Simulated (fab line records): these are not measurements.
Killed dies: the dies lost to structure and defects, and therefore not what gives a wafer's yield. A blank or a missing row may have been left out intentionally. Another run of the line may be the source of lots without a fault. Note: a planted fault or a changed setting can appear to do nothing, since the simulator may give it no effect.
Which tool is to blame?	flow gf180mcu	Sampling: 12 lots, 36 wafers, 3 of 602 route steps

## WHAT EACH GAUGE READ, for each wafer
GF_VT_IMPLANT_RS_MEAS_48: a four-point-probe measurement. Usual: for LVPWELL_RS the level is 1197 ohm/sq and the standard deviation is 3.3.
lot	measured	on	LVPWELL_RS (ohm/sq)	flag
L683	day 7 17:31	filmMetro-02	1193 1194 1195	
L687	day 8 21:04	filmMetro-02	1202 1199 1199	
L689	day 9 11:55	filmMetro-02	1192 1196 1195	
L690	day 10 01:38	filmMetro-04	1200 1203 1199	
L693	day 11 02:33	filmMetro-01	1203 1201 1200	
L698	day 12 00:57	filmMetro-02	1167 1167 1165	OFF
L700	day 12 14:59	filmMetro-02	1197 1199 1196	
L699	day 12 16:16	filmMetro-04	1170 1172 1175	OFF
L701	day 13 08:07	filmMetro-01	1196 1197 1196	
L703	day 13 10:09	filmMetro-01	1198 1194 1197	
L704	day 13 18:19	filmMetro-04	1200 1204 1198	
L705	day 14 01:05	filmMetro-02	1201 1197 1199	

## WHICH TOOL RAN EACH LOT (tool, then ch and the chambers of the sampled wafers, then the start)
lot	GF_NWELL_STRIP_10	GF_LVPWELL_IMPLANT_08
L683	plasmaAsher-02 ch 0, day 3 13:47	implanter-04 ch 0, day 4 03:07
L687	plasmaAsher-02 ch 0,1, day 4 12:07	implanter-03 ch 0, day 5 00:53
L689	plasmaAsher-02 ch 0,1, day 5 00:55	implanter-04 ch 0, day 5 13:55
L690	plasmaAsher-02 ch 0,1, day 5 08:34	implanter-02 ch 0, day 5 22:58
L693	plasmaAsher-04 ch 0,1, day 6 05:38	implanter-04 ch 0, day 6 20:13
L698	plasmaAsher-04 ch 0,1, day 7 00:46	implanter-04 ch 0, day 7 16:38
L700	plasmaAsher-03 ch 0,1, day 7 11:47	implanter-02 ch 0, day 8 03:32
L699	plasmaAsher-04 ch 0,1, day 7 11:49	implanter-04 ch 0, day 8 03:35
L701	plasmaAsher-03 ch 0,1, day 7 23:43	implanter-03 ch 0, day 8 16:04
L703	plasmaAsher-04 ch 0,1, day 8 03:28	implanter-02 ch 0, day 8 19:34
L704	plasmaAsher-02 ch 0,1, day 8 09:08	implanter-03 ch 0, day 9 01:47
L705	plasmaAsher-02 ch 0,1, day 8 16:08	implanter-03 ch 0, day 9 08:44
- GF_NWELL_STRIP_10: strips in O2/N2.
- GF_LVPWELL_IMPLANT_08

## WHAT THE TOOLS THEMSELVES READ (means of the sampled wafers that have a number; where no wafer has one, the mark that the record gives instead)
GF_NWELL_STRIP_10. Usual: drypumpMotorCurrentA 5.6 A, standard deviation 0.52; heaterPowerW 326 W, standard deviation 26; o2FlowSccm 3001 sccm, standard deviation 8.9; oesProductAu 0.723 a.u., standard deviation 0.0053; stripTimeToEndpointS 36.93 s, standard deviation 0.095.
lot	tool	drypumpMotorCurrentA (A)	heaterPowerW (W)	o2FlowSccm (sccm)	oesProductAu (a.u.)	stripTimeToEndpointS (s)	flag
L683	plasmaAsher-02	5.2	343	2996	0.725	36.92	
L687	plasmaAsher-02	5.5	336	2997	0.724	37.02	
L689	plasmaAsher-02	5.5	339	3000	0.722	36.96	
L690	plasmaAsher-02	5.8	341	3004	0.722	36.96	
L693	plasmaAsher-04	5.1	297	3001	0.720	36.96	
L698	plasmaAsher-04	5.1	294	2995	0.725	36.94	
L700	plasmaAsher-03	6.2	325	2998	0.726	37.01	
L699	plasmaAsher-04	5.1	296	2999	0.726	36.94	
L701	plasmaAsher-03	6.2	326	2990	0.723	36.85	
L703	plasmaAsher-04	5.1	293	2995	0.725	36.99	
L704	plasmaAsher-02	5.5	364	3003	0.720	36.96	
L705	plasmaAsher-02	5.5	361	3000	0.720	36.88	

GF_LVPWELL_IMPLANT_08. Usual: doseIonsCm2 reads 1.5001e+13 (standard deviation 1.7e+10).
lot	tool	doseIonsCm2	flag
L683	implanter-04	1.5014e+13	
L687	implanter-03	1.5006e+13	
L689	implanter-04	1.5015e+13	
L690	implanter-02	1.4991e+13	
L693	implanter-04	1.5004e+13	
L698	implanter-04	1.5692e+13	OFF
L700	implanter-02	1.5003e+13	
L699	implanter-04	1.5665e+13	OFF
L701	implanter-03	1.5024e+13	
L703	implanter-02	1.4984e+13	
L704	implanter-03	1.4982e+13	
L705	implanter-03	1.4994e+13	

## THE ANSWER, worked out from the rows above alone
Rule: take the mean of a lot's wafers that have a number; if it is more than 3 standard deviations from the usual mean, the lot is off. A lot without any number at a reading at which 4 lots or more have one is off too. Any other lot the step has rows for is counted as sound. After the gauges, taken in route order, come the tools' own readings; for these a lot's mean is taken, as printed above. The first step at which some lot is off is used, and at that step the reading that is off furthest; a lot without a number counts as furthest.
Off: L698, L699, at GF_VT_IMPLANT_RS_MEAS_48 (LVPWELL_RS).
A tool fits if, at a process step before that reading, it ran every lot that is off, and no sound lot after the first of them. Not tried: the gauges at GF_VT_IMPLANT_RS_MEAS_48; whatever is off there is also off at GF_LVPWELL_IMPLANT_08, on other tools, and gauge error can't account for it. One fits: GF_LVPWELL_IMPLANT_08 on implanter-04. Its last sound lot is L693 (day 6 20:13), its first lot that is off L698 (day 7 16:38): a fault that began between those two fits.
The tool's own readings at GF_LVPWELL_IMPLANT_08 bear it out: on the lots that are off they differ by more than 5 times the standard deviation of the sound lots' means. doseIonsCm2 reads 1.5678e+13 there against 1.5002e+13 on the sound lots.

## WHAT HAD BEEN PUT IN BY THE SIMULATOR
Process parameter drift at GF_LVPWELL_IMPLANT_08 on implanter-04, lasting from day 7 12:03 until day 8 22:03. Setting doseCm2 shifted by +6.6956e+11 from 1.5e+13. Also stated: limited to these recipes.
Shown lots that were struck: L698, L699. The rule above found the same.
